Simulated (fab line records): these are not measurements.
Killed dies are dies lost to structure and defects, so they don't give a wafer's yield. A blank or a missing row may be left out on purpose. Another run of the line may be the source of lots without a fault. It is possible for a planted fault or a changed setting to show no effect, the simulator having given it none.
A struck lot beside a sound one / flow sky130 / 38 out of 708 route steps
Sound: the wafers L417.2, L417.3, L417.4. Wafers L420.3, L420.4, L420.6 were the ones struck. The cause is given at the end.
At each step with rows: each side's tool, then ch and its chambers, then its first start. Under that, the readings that differ: sound wafers / struck wafers / difference of the means / sigmas: that difference in standard deviations of wafers without a fault.
alike: same words and numbers on both sides, and readings whose means sit less than 2 such deviations apart. not compared: any withheld reading, any reading some wafer has no value for, any bound like >300 that may hide the same value, and any number with overlapping values for which the record gives no deviation.
A row with sigmas, a row that says differs or no value, or rows on one side alone: a step with any of these is where the two part. When numbers do not overlap yet have no deviation, they are printed without sigmas and do not part them. Lack of a reading on every wafer of one side parts them only where that side has two or more wafers.

first, 9 steps without rows for these wafers: SKY_VIA3_SPUTTER_20 (material TiN, target thk 20 nm, time 80 s); SKY_VIA3_CVD_21 (deposits W, target thk 390 nm, time 117.31 s); SKY_VIA3_CMP_24 (polishes, stops on SiO2, t overpolish 20 s, target thk 0 nm); SKY_METAL4_SPUTTER_00 (material Ti, target thk 15 nm, time 10 s); SKY_METAL4_SPUTTER_01 (material TiN, target thk 20 nm, time 16.7 s); SKY_METAL4_SPUTTER_02 (material AlCu, target thk 735 nm, time 39.1 s); SKY_METAL4_SPUTTER_03 (material Ti, target thk 5 nm, time 3.3 s); SKY_METAL4_SPUTTER_04 (material TiN, target thk 70 nm, time 58.3 s); SKY_CAP2M_CVD_00 (deposits SiO2, target thk 15.5 nm).
SKY_CAP2M_SPUTTER_02: material TiN, target thk 200 nm, time 166.7 s.
  sound on pvd sputter-01 at day 41 00:48; struck on pvd sputter-01 at day 42 01:01
reading=cathode dc power W (W); sound=6498.6 6502.6 6498.6; struck=5172.0 5171.8 5173.6; difference=-1327.5; sigmas=-99 or more
reading=model.TiN_of_CAP2M_SPUTTER_02.thk nm (nm); sound=196.2 197.4 197.1; struck=155.6 156.5 157.6; difference=-40.3; sigmas=
  alike: throttle valve pct
SKY_CAP2M_RS_MEAS_03: measurement is done with a four-point probe.
  sound on film metro-01 at day 41 00:55; struck on film metro-02 at day 42 01:10
reading=CAP2M_TIN_RS (ohm/sq); sound=7.02 7.00 6.99; struck=8.94 8.88 8.82; difference=+1.88; sigmas=+28
SKY_CAP2M_THK_MEAS_04: measures by xrf.
  sound on film metro-01 at day 41 01:02; struck on film metro-02 at day 42 01:16
reading=CAP2M_TIN_THK (nm); sound=202.8 203.8 203.6; struck=158.8 159.6 160.6; difference=-43.7; sigmas=-16
then, 7 steps without rows for these wafers: SKY_CAP2M_DEHYDRATE_05 (time 60 s); SKY_CAP2M_HMDS_06 (prime time 60 s); SKY_CAP2M_COAT_07 (resist thk 1140 nm); SKY_CAP2M_SOFTBAKE_08 (time 60 s); SKY_CAP2M_EXPOSE_09 (exposes mask CAP2M, target cd 1000 nm); SKY_CAP2M_PEB_10; SKY_CAP2M_DEVELOP_11 (develop time 60 s).
SKY_CAP2M_METAL_ETCH_13: etches TiN in Cl2/BCl3, stops on SiO2, target depth 220 nm, time 62.9 s.
  sound on rie metal-04 ch 0,1, day 42 00:59; struck on rie metal-04 ch 0,1, day 43 00:06
reading=oes product au (a.u.); sound=0.937 0.933 0.937; struck=0.816 0.819 0.818; difference=-0.118; sigmas=-17
reading=throttle valve pct (%); sound=21.905 21.904 21.913; struck=21.990 21.968 21.987; difference=+0.074; sigmas=+7
  alike: drypump motor current A
  not compared: rf hours counter h
then, 16 steps without rows for these wafers: SKY_CAP2M_STRIP_14 (strips in O2/N2); SKY_CAP2M_STRIP_15 (strips in post etch residue remover, time 1200 s); SKY_CAP2M_CLEAN_16 (cleans in IPA, time 180 s); SKY_CAP2M_CLEAN_17 (cleans in O3/DIW); SKY_METAL4_DEHYDRATE_05 (time 60 s); SKY_METAL4_HMDS_06 (prime time 60 s); SKY_METAL4_COAT_07 (resist thk 60 nm); SKY_METAL4_COAT_08 (resist thk 1140 nm); SKY_METAL4_SOFTBAKE_09 (time 90 s); SKY_METAL4_EXPOSE_10 (exposes mask MM4, target cd 300 nm); SKY_METAL4_PEB_11; SKY_METAL4_DEVELOP_12 (develop time 60 s); SKY_METAL4_DESCUM_15 (chemistry O2, time 8 s); SKY_METAL4_ETCH_16 (etches BARC in N2/H2, stops on SiO2, time 88.2 s, target depth 60 nm); SKY_METAL4_ETCH_17 (etches SiO2 in C4F8/O2/Ar, stops on TiN, time 3.9 s, target depth 15 nm); SKY_METAL4_METAL_ETCH_18 (etches the open film in Cl2/BCl3, stops on SiO2, target depth 845 nm, time 183.1 s).
SKY_METAL4_STRIP_20: strips in post etch residue remover, time 1200 s.
  sound on wet bench-02 ch 0, day 43 01:38; struck on wet bench-02 ch 2, day 44 00:01
reading=model.TiN_of_CAP2M_SPUTTER_02.thk nm (nm); sound=195.4 196.6 196.3; struck=154.8 155.6 156.7; difference=-40.4; sigmas=
-- the record jumps here: 4 days lie between the struck wafers' starts before and after (it left off in module METAL4 and takes up again in module PAD_OPEN, whose first step shown is number 708 of the route) --
SKY_PAD_OPEN_PROBE_99:
  sound on prober-01 at day 46 21:31; struck on prober-01 at day 47 16:58
reading=model.etest.cap mim2.plate ohm sq; sound=6.096 6.109 6.033; struck=7.703 7.667 7.586; difference=+1.573; sigmas=
reading=model.etest.cap mim2.bv v (V); sound=14.29 14.41 13.62; struck=12.43 12.9 12.58; difference=-1.47; sigmas=
reading=model.etest.cap mim2.leak log10 a cm2; sound=-9.006 -9.159 -8.904; struck=-8.308 -8.442 -8.543; difference=+0.592; sigmas=
  alike: defect limited yield, killed_at_M0_to_M3, killed_at_M4_up, killed at contacts, killed at front end, killed at other, killed dies, killed open, killed short, sort_bin_3_pad_short, sort_bin_5_function, sort_bin_6_memory, sort n pass, sort yield pct

WHERE THEY PART
Last at SKY_CAP2M_METAL_ETCH_13 as far as this record goes, first at SKY_CAP2M_SPUTTER_02. Later steps at which nothing parts them and some readings are alike: SKY_PAD_OPEN_PROBE_99.

WHY: whatever the simulator had introduced
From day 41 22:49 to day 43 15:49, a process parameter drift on pvd sputter-01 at SKY_CAP2M_SPUTTER_02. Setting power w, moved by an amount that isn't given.
